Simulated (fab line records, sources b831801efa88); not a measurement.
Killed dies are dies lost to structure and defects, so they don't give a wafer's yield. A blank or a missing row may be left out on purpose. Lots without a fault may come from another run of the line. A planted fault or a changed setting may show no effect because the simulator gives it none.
fab line records | flow sky130 | part 1 of 2: steps 1 to 42 of 43
record lots=7 wafers=21 last_day=49
route steps=708 shown SONOS_ONO@176 GATE_OXIDE@187 POLY_GATE@204 RES_PROTECT@206 PAD_OPEN@708
lots that met no fault: from a run of the same line without faults
start_h: hours from the record's first day to the start of the lot's first wafer shown | wait_h: hours since the lot's step before | " the same as in the row above | L1.1+2: a row that stands for several wafers | - no value, or no start given | * or withheld: withheld | < > ~ a bound
route shown NAME@n: a module of which the file shows steps, and the number in the route of the first | usual: mean/standard deviation of fault-free wafers | same: alike in all rows | chamber/n: place in a boat | sites: the reading at each site | _std_site: their standard deviation | _edge_site: outer sites' mean less inner sites' | radius_mm: how far each site lies from the wafer's centre | mask NAME#n: copy n | behind: the tool/chamber that last shaped the wafer | hold: why the lot was held/for how many hours/how that ended | device: the transistor (n, p or np) that didn't switch | end of line: the same wafers' tests at the end of the route | a step without rows: its recipe alone | killed: dies lost to structure and defects at the first sort, not the wafer's yield | map: a wafer's dies, x killed, . not, _ none there
set.NAME: the setting as run; set.NAME@STEP: as run at that earlier step | model.NAME: the simulator's own value behind a step, which no gauge read
lots at some steps of the route; a table a step, a row a wafer
services: from which hour (start_h, from the record's first day; less than 0 if before it) a tool's chamber was out of use, for how many hours, and why
## steps
# step SKY_SONOS_ONO_COAT_08
# recipe resist=NOVOLAK spin_rpm=3000 resist_thk_nm=1140
# step SKY_SONOS_ONO_SOFTBAKE_09
# recipe temp_c=90 time_s=60 resist=NOVOLAK
# step SKY_SONOS_ONO_EXPOSE_10
# recipe mask_id=ONOM target_cd_nm=410 na=0.6 source_shape=conventional sigma_outer=0.6 dose_mj=150
# step SKY_SONOS_ONO_PEB_11
# recipe temp_c=withheld time_s=* resist=NOVOLAK
# step SKY_SONOS_ONO_DEVELOP_12
# recipe develop_time_s=60 dev_temp_c=23
# step SKY_SONOS_ONO_CD_MEAS_13
# recipe target_cd_nm=410
# usual cd_nm=410.0/2.1
# columns lot.wafer tool chamber start_h wait_h cd_nm
L380.2 cd_sem-02 - 288.89 0.1 412.2
L380.3 " - " " 409.9
L380.6 " - " " 409.8
L383.1 cd_sem-01 - 330.11 0.1 412.9
L383.2 " - " " 412.7
L383.4 " - " " 411.4
L385.1 cd_sem-01 - 338.52 0.1 412.0
L385.3 " - " " 412.0
L385.5 " - " " 411.3
L386.4 cd_sem-01 - 344.62 0.1 410.9
L386.5 " - " " 409.9
L386.6 " - " " 410.0
L387.2 cd_sem-01 - 349.28 0.1 410.0
L387.3 " - " " 408.9
L387.6 " - " " 408.2
L392.2 cd_sem-02 - 389.38 0.1 416.2
L392.3 " - " " 413.4
L392.4 " - " " 414.4
L396.1 cd_sem-01 - 426.66 0.3 409.9
L396.5 " - " " 412.9
L396.6 " - " " 413.6
# step SKY_SONOS_ONO_OVL_MEAS_14
# usual SONOS_ONO_OVL=0.6/1.4
# columns lot.wafer tool chamber start_h wait_h SONOS_ONO_OVL[nm]
L380.2 overlay-01 - 289.00 0.1 0.3
L380.3 " - " " 1.7
L380.6 " - " " 0.3
L383.1 overlay-01 - 330.23 0.1 0.9
L383.2 " - " " 1.5
L383.4 " - " " 1.2
L385.1 overlay-01 - 338.64 0.1 1.2
L385.3 " - " " 1.0
L385.5 " - " " 3.0
L386.4 overlay-01 - 344.70 0.1 0.2
L386.5 " - " " 3.8
L386.6 " - " " 2.7
L387.2 overlay-01 - 349.39 0.1 -0.4
L387.3 " - " " 1.3
L387.6 " - " " -0.8
L392.2 overlay-02 - 389.49 0.1 0.5
L392.3 " - " " -0.1
L392.4 " - " " -0.3
L396.1 overlay-02 - 426.78 0.1 0.8
L396.5 " - " " 1.3
L396.6 " - " " 2.4
# step SKY_SONOS_ONO_ETCH_15
# recipe target_depth_nm=19.52 chemistry=CHF3/O2 source_w=600 bias_w=200 pressure_mtorr=40 chf3_flow_sccm=50 O2_flow_sccm=5 time_s=7.8
# usual bias_w=200.0/0.57 drypump_motor_current_A=5.5/0.4 oes_product_au=1.001/0.017 throttle_valve_pct=8.825/0.01
# columns lot.wafer tool chamber start_h wait_h bias_w drypump_motor_current_A oes_product_au rf_hours_counter_h throttle_valve_pct
L380.2 rie_diel-04 1 289.03 0.0 200.0 5.3 1.018 126 8.838
L380.3 " 2 " " 199.5 5.2 1.005 87 8.812
L380.6 " 2 " " 199.8 5.2 1.007 - 8.821
L383.1 rie_diel-04 3 330.27 0.0 200.5 5.3 1.024 6 8.825
L383.2 " 0 " " 199.6 5.9 0.992 7 8.835
L383.4 " 2 " " 200.3 5.2 1.006 87 8.824
L385.1 rie_diel-02 3 338.68 0.0 199.7 5.7 1.025 105 8.824
L385.3 " 1 " " 200.1 5.2 1.001 50 8.833
L385.5 " 1 " " 200.1 5.2 1.007 - 8.832
L386.4 rie_diel-02 0 344.72 0.0 200.3 5.0 1.026 77 8.843
L386.5 " 2 " " 200.0 6.2 0.982 - 8.820
L386.6 " 1 " " 199.5 5.2 0.997 - 8.828
L387.2 rie_diel-02 2 349.42 0.0 200.4 6.2 0.986 82 8.809
L387.3 " 3 " " 200.6 5.7 1.017 105 8.820
L387.6 " 0 " " 199.8 5.0 1.028 - 8.832
L392.2 rie_diel-02 1 389.52 0.0 199.4 5.2 0.994 51 8.834
L392.3 " 2 " " 200.0 6.2 0.991 83 8.821
L392.4 " 0 " " 200.2 5.0 1.022 78 8.833
L396.1 rie_diel-01 0 426.82 0.0 198.8 5.5 1.013 59 8.833
L396.5 " 2 " " 198.5 5.4 0.984 - 8.830
L396.6 " 1 " " 199.2 5.0 0.971 - 8.820
# step SKY_SONOS_ONO_WET_ETCH_16
# recipe chemistry=dHF target_depth_nm=14 dry=n2_spin target=SiO2 dilution=100:1 temp_c=25 time_s=280
# step SKY_SONOS_ONO_STRIP_17
# recipe chemistry=O2/N2 power_w=1400 pressure_mtorr=1500 platen_temp_c=withheld o2_flow_sccm=3000 n2_flow_sccm=300 overash_fraction=0.5
# usual drypump_motor_current_A=5.7/0.47 oes_product_au=0.710/0.0047 strip_time_to_endpoint_s=14.11/0.052
# columns lot.wafer tool chamber start_h wait_h drypump_motor_current_A oes_product_au rf_hours_counter_h strip_time_to_endpoint_s
L380.2 plasma_asher-01 1 289.14 0.0 4.9 0.704 61 14.10
L380.3 " 1 " " 4.9 0.710 - 14.13
L380.6 " 0 " " 5.7 0.707 - 14.13
L383.1 plasma_asher-01 1 330.38 0.0 4.9 0.712 65 14.14
L383.2 " 0 " " 5.7 0.704 65 14.12
L383.4 " 0 " " 5.7 0.714 - 14.10
L385.1 plasma_asher-02 0 338.78 0.0 5.7 0.711 65 14.03
L385.3 " 1 " " 5.8 0.704 - 14.07
L385.5 " 0 " " 5.7 0.711 - 14.08
L386.4 plasma_asher-04 0 344.86 0.0 6.6 0.712 - 14.07
L386.5 " 1 " " 5.4 0.716 - 14.09
L386.6 " 0 " " 6.6 0.703 - 14.07
L387.2 plasma_asher-02 1 349.53 0.0 5.8 0.706 67 14.11
L387.3 " 1 " " 5.8 0.714 - 14.10
L387.6 " 0 " " 5.7 0.712 - 14.15
L392.2 plasma_asher-01 0 389.62 0.0 5.7 0.714 71 14.16
L392.3 " 0 " " 5.7 0.707 - 14.16
L392.4 " 1 " " 4.9 0.710 - 14.14
L396.1 plasma_asher-04 0 426.92 0.0 6.6 0.719 60 14.09
L396.5 " 1 " " 5.4 0.717 - 14.09
L396.6 " 0 " " 6.6 0.714 - 14.12
# step SKY_SONOS_ONO_WET_ETCH_18
# recipe chemistry=H3PO4 target_depth_nm=15 target=Si3N4 temp_c=160 time_s=172
# step SKY_GATE_OXIDE_CLEAN_00
# recipe chemistry=SC1/SC2 mix=1:4:20 temp_c=70 time_s=150 dry=n2_spin
# step SKY_GATE_OXIDE_OXIDATION_01
# recipe temp_c=900 ambient=O2 stabilise_s=600 purge_s=300 target_thk_a=102.68 ox_time_s=1473
# usual tube_center_temp_C_max=902.3/0.37 zone_power_centre_pct=18.7/2.3
# columns lot.wafer tool chamber start_h wait_h tube_center_temp_C_max zone_power_centre_pct
L380.2 furnace-01 0 289.36 0.0 902.5 16.4
L380.3 " 0 " " 902.4 16.6
L380.6 " 0 " " 902.8 16.8
L383.1 furnace-01 0 331.20 0.6 902.1 16.7
L383.2 " 0 " " 901.9 16.6
L383.4 " 0 " " 903.8 16.5
L385.1 furnace-01 0 339.85 0.9 902.5 16.7
L385.3 " 0 " " 901.9 16.7
L385.5 " 0 " " 902.5 16.5
L386.4 furnace-01 0 345.49 0.5 902.2 16.5
L386.5 " 0 " " 902.5 16.8
L386.6 " 0 " " 901.9 16.6
L387.2 furnace-01 0 350.36 0.6 902.2 16.8
L387.3 " 0 " " 902.4 16.7
L387.6 " 0 " " 902.5 16.9
L392.2 furnace-02 0 394.39 4.6 901.9 21.3
L392.3 " 0 " " 902.1 21.6
L392.4 " 0 " " 903.0 21.0
L396.1 furnace-02 0 429.09 2.0 902.6 21.5
L396.5 " 0 " " 902.4 21.3
L396.6 " 0 " " 902.4 21.0
# step SKY_GATE_OXIDE_THK_MEAS_02
# recipe reads=SiO2_of_GATE_OXIDE_OXIDATION_01
# usual GATE_OXIDE_OXIDATION_00_THK=10.21/0.23
# columns lot.wafer tool chamber start_h wait_h GATE_OXIDE_OXIDATION_00_THK[nm]
L380.2 film_metro-04 - 290.78 0.0 10.36
L380.3 " - " " 10.07
L380.6 " - " " 10.27
L383.1 film_metro-04 - 332.61 0.0 10.56
L383.2 " - " " 10.49
L383.4 " - " " 10.47
L385.1 film_metro-02 - 341.25 0.0 10.14
L385.3 " - " " 10.19
L385.5 " - " " 10.34
L386.4 film_metro-02 - 346.93 0.0 10.16
L386.5 " - " " 10.13
L386.6 " - " " 10.21
L387.2 film_metro-02 - 351.78 0.0 10.11
L387.3 " - " " 9.86
L387.6 " - " " 9.97
L392.2 film_metro-04 - 395.81 0.0 10.17
L392.3 " - " " 10.13
L392.4 " - " " 10.13
L396.1 film_metro-03 - 430.50 0.0 9.84
L396.5 " - " " 9.86
L396.6 " - " " 9.86
# step SKY_GATE_OXIDE_DEHYDRATE_03
# recipe temp_c=200 time_s=60
# step SKY_GATE_OXIDE_HMDS_04
# recipe prime_time_s=60 prime_temp_c=120
# step SKY_GATE_OXIDE_COAT_05
# recipe resist=NOVOLAK spin_rpm=3000 resist_thk_nm=1140
# step SKY_GATE_OXIDE_SOFTBAKE_06
# recipe temp_c=90 time_s=60 resist=NOVOLAK
# step SKY_GATE_OXIDE_EXPOSE_07
# recipe mask_id=LVOM na=0.6 source_shape=conventional sigma_outer=0.6 polarization=unpolarized target_cd_nm=600 dose_mj=170
# step SKY_GATE_OXIDE_PEB_08
# recipe temp_c=withheld time_s=* resist=NOVOLAK
# step SKY_GATE_OXIDE_DEVELOP_09
# recipe resist=NOVOLAK developer=TMAH develop_time_s=60 dev_temp_c=23
# step SKY_GATE_OXIDE_OVL_MEAS_10
# usual GATE_OXIDE_OVL=-1.3/1.2
# columns lot.wafer tool chamber start_h wait_h GATE_OXIDE_OVL[nm]
L380.2 overlay-01 - 315.61 0.1 -1.7
L380.3 " - " " -1.0
L380.6 " - " " -1.2
L383.1 overlay-01 - 359.65 0.1 -0.7
L383.2 " - " " -0.4
L383.4 " - " " 0.0
L385.1 overlay-01 - 369.21 0.1 -2.2
L385.3 " - " " -1.2
L385.5 " - " " -0.7
L386.4 overlay-01 - 374.47 0.1 -3.7
L386.5 " - " " -1.6
L386.6 " - " " -2.0
L387.2 overlay-01 - 380.26 0.1 -0.5
L387.3 " - " " -2.1
L387.6 " - " " 0.2
L392.2 overlay-02 - 425.32 0.1 -1.4
L392.3 " - " " -1.5
L392.4 " - " " -2.7
L396.1 overlay-02 - 461.85 0.1 -2.7
L396.5 " - " " -1.3
L396.6 " - " " -1.6
# step SKY_GATE_OXIDE_IMPLANT_11
# recipe species=B energy_kev=10 dose_cm2=2.6e+12 tilt_deg=withheld
# step SKY_GATE_OXIDE_WET_ETCH_12
# recipe chemistry=dHF target_depth_nm=16.8 dry=n2_spin target=SiO2 dilution=100:1 temp_c=25 time_s=336
# step SKY_GATE_OXIDE_STRIP_13
# recipe chemistry=O2/N2 power_w=1400 pressure_mtorr=1500 platen_temp_c=withheld o2_flow_sccm=3000 n2_flow_sccm=300 overash_fraction=0.5
# usual drypump_motor_current_A=5.7/0.6 oes_product_au=0.715/0.0047 strip_time_to_endpoint_s=14.19/0.033
# columns lot.wafer tool chamber start_h wait_h drypump_motor_current_A oes_product_au rf_hours_counter_h strip_time_to_endpoint_s
L380.2 plasma_asher-03 0 315.89 0.0 6.1 0.705 17 14.18
L380.3 " 1 " " 5.1 0.717 - 14.15
L380.6 " 0 " " 6.1 0.710 - 14.20
L383.1 plasma_asher-03 0 359.94 0.0 6.1 0.703 22 14.17
L383.2 " 1 " " 5.1 0.720 22 14.18
L383.4 " 0 " " 6.1 0.721 - 14.17
L385.1 plasma_asher-04 0 369.52 0.0 6.6 0.710 55 14.22
L385.3 " 0 " " 6.6 0.719 - 14.21
L385.5 " 1 " " 5.4 0.712 - 14.21
L386.4 plasma_asher-04 0 374.79 0.0 6.6 0.716 - 14.16
L386.5 " 1 " " 5.4 0.716 - 14.19
L386.6 " 0 " " 6.6 0.709 - 14.21
L387.2 plasma_asher-03 1 380.56 0.0 5.1 0.724 24 14.15
L387.3 " 1 " " 5.1 0.712 - 14.18
L387.6 " 0 " " 6.1 0.715 - 14.16
L392.2 plasma_asher-04 0 425.70 0.0 6.7 0.713 60 14.20
L392.3 " 0 " " 6.7 0.715 - 14.19
L392.4 " 1 " " 5.4 0.724 - 14.24
L396.1 plasma_asher-03 0 462.26 0.0 6.1 0.712 32 14.14
L396.5 " 0 " " 6.1 0.718 - 14.13
L396.6 " 1 " " 5.1 0.715 - 14.12
# step SKY_GATE_OXIDE_TW_MEAS_14
# usual GATE_OXIDE_TW=223.5/2
# columns lot.wafer tool chamber start_h wait_h GATE_OXIDE_TW
L380.2 film_metro-03 - 316.00 0.1 225.0
L380.3 " - " " 225.9
L380.6 " - " " 225.1
L383.1 film_metro-02 - 360.04 0.1 223.3
L383.2 " - " " 224.0
L383.4 " - " " 223.7
L385.1 film_metro-03 - 369.62 0.1 224.9
L385.3 " - " " 227.2
L385.5 " - " " 226.6
L386.4 film_metro-04 - 374.89 0.1 221.8
L386.5 " - " " 221.9
L386.6 " - " " 222.0
L387.2 film_metro-02 - 380.67 0.1 224.1
L387.3 " - " " 223.0
L387.6 " - " " 222.9
L392.2 film_metro-04 - 425.81 0.1 220.3
L392.3 " - " " 220.3
L392.4 " - " " 220.2
L396.1 film_metro-02 - 462.36 0.1 223.1
L396.5 " - " " 224.0
L396.6 " - " " 224.5
# step SKY_GATE_OXIDE_CLEAN_15
# recipe chemistry=SC1/SC2 mix=1:4:20 temp_c=70 time_s=150 dry=n2_spin
# step SKY_GATE_OXIDE_OXIDATION_16
# recipe temp_c=800 ambient=O2 idle_temp_c=700 ramp_up_c_per_min=10 ramp_down_c_per_min=3 stabilise_s=600 purge_s=300 target_thk_a=35.7 ox_time_s=1915
# step SKY_POLY_GATE_CVD_00
# recipe material=poly-Si target_thk_nm=180 temp_c=620 time_s=720 pressure_mtorr=200
# step SKY_POLY_GATE_THK_MEAS_01
# recipe reads=poly-Si_of_POLY_GATE_CVD_00
# usual POLY_GATE_CVD_00_THK=180.9/1.4
# columns lot.wafer tool chamber start_h wait_h POLY_GATE_CVD_00_THK[nm]
L380.2 film_metro-01 - 321.11 0.0 180.1
L380.3 " - " " 179.3
L380.6 " - " " 180.0
L383.1 film_metro-03 - 363.70 0.0 179.8
L383.2 " - " " 180.6
L383.4 " - " " 180.6
L385.1 film_metro-02 - 372.47 0.0 179.7
L385.3 " - " " 179.5
L385.5 " - " " 179.8
L386.4 film_metro-01 - 379.18 0.0 181.9
L386.5 " - " " 182.0
L386.6 " - " " 182.8
L387.2 film_metro-02 - 388.35 0.0 182.2
L387.3 " - " " 180.4
L387.6 " - " " 180.4
L392.2 film_metro-03 - 430.30 0.0 180.7
L392.3 " - " " 178.6
L392.4 " - " " 179.0
L396.1 film_metro-02 - 466.71 0.0 178.0
L396.5 " - " " 180.0
L396.6 " - " " 180.2
# step SKY_RES_PROTECT_DEHYDRATE_00
# recipe temp_c=200 time_s=60
# step SKY_RES_PROTECT_HMDS_01
# recipe prime_time_s=60 prime_temp_c=120
# step SKY_RES_PROTECT_COAT_02
# recipe resist=NOVOLAK spin_rpm=3000 resist_thk_nm=1140
# step SKY_RES_PROTECT_SOFTBAKE_03
# recipe temp_c=90 time_s=60 resist=NOVOLAK
# step SKY_RES_PROTECT_EXPOSE_04
# recipe mask_id=RPM na=0.6 source_shape=conventional sigma_outer=0.6 polarization=unpolarized target_cd_nm=1270 dose_mj=131
# step SKY_RES_PROTECT_PEB_05
# recipe temp_c=withheld time_s=* resist=NOVOLAK
# step SKY_RES_PROTECT_DEVELOP_06
# recipe resist=NOVOLAK developer=TMAH develop_time_s=60 dev_temp_c=23
# step SKY_POLY_GATE_IMPLANT_02
# recipe species=P energy_kev=30 dose_cm2=7.7e+15 tilt_deg=0
# step SKY_RES_PROTECT_STRIP_07
# recipe chemistry=O2/N2 power_w=1400 pressure_mtorr=1500 platen_temp_c=withheld o2_flow_sccm=3000 n2_flow_sccm=300 overash_fraction=0.5
# usual drypump_motor_current_A=5.8/0.45 oes_product_au=0.518/0.0048 strip_time_to_endpoint_s=23.28/0.05
# columns lot.wafer tool chamber start_h wait_h drypump_motor_current_A oes_product_au rf_hours_counter_h strip_time_to_endpoint_s
L380.2 plasma_asher-02 1 347.96 0.1 5.8 0.516 66 23.21
L380.3 " 0 " " 5.7 0.512 - 23.22
L380.6 " 0 " " 5.7 0.513 - 23.19
L383.1 plasma_asher-03 1 391.21 0.1 5.1 0.513 25 23.36
L383.2 " 0 " " 6.1 0.518 25 23.38
L383.4 " 1 " " 5.1 0.514 - 23.39
L385.1 plasma_asher-02 1 400.65 0.1 5.8 0.519 72 23.36
L385.3 " 0 " " 5.7 0.519 - 23.33
L385.5 " 1 " " 5.8 0.525 - 23.32
L386.4 plasma_asher-03 0 406.74 0.1 6.1 0.516 - 23.35
L386.5 " 1 " " 5.1 0.518 - 23.29
L386.6 " 0 " " 6.1 0.521 - 23.32
L387.2 plasma_asher-03 1 417.61 0.1 5.1 0.520 28 23.29
L387.3 " 0 " " 6.1 0.516 - 23.30
L387.6 " 0 " " 6.1 0.528 - 23.27
L392.2 plasma_asher-02 0 461.66 0.1 5.7 0.517 78 23.31
L392.3 " 0 " " 5.7 0.517 - 23.30
L392.4 " 1 " " 5.8 0.526 - 23.31
L396.1 plasma_asher-02 1 496.66 0.1 5.8 0.516 82 23.25
L396.5 " 1 " " 5.8 0.510 - 23.23
L396.6 " 0 " " 5.7 0.519 - 23.23
# step SKY_RES_PROTECT_TW_MEAS_08
# usual POLY_GATE_TW=4003/27
# columns lot.wafer tool chamber start_h wait_h POLY_GATE_TW
L380.2 film_metro-02 - 348.07 0.1 4005
L380.3 " - " " 4030
L380.6 " - " " 4034
L383.1 film_metro-02 - 391.31 0.1 4043
L383.2 " - " " 4018
L383.4 " - " " 4011
L385.1 film_metro-04 - 400.75 0.1 4008
L385.3 " - " " 3995
L385.5 " - " " 4003
L386.4 film_metro-01 - 406.84 0.1 4007
L386.5 " - " " 3999
L386.6 " - " " 4006
L387.2 film_metro-02 - 417.72 0.1 4046
L387.3 " - " " 4028
L387.6 " - " " 4033
L392.2 film_metro-01 - 461.77 0.1 3975
L392.3 " - " " 3977
L392.4 " - " " 3962
L396.1 film_metro-02 - 496.76 0.1 4051
L396.5 " - " " 4055
L396.6 " - " " 4051
# step SKY_RES_PROTECT_CLEAN_09
# recipe chemistry=SC1/SC2 mix=1:4:20 temp_c=70 time_s=150 dry=n2_spin
# step SKY_POLY_GATE_CVD_03
# recipe material=Si3N4 precursor=DCS/NH3 target_thk_nm=75 temp_c=770 time_s=1290 pressure_mtorr=250
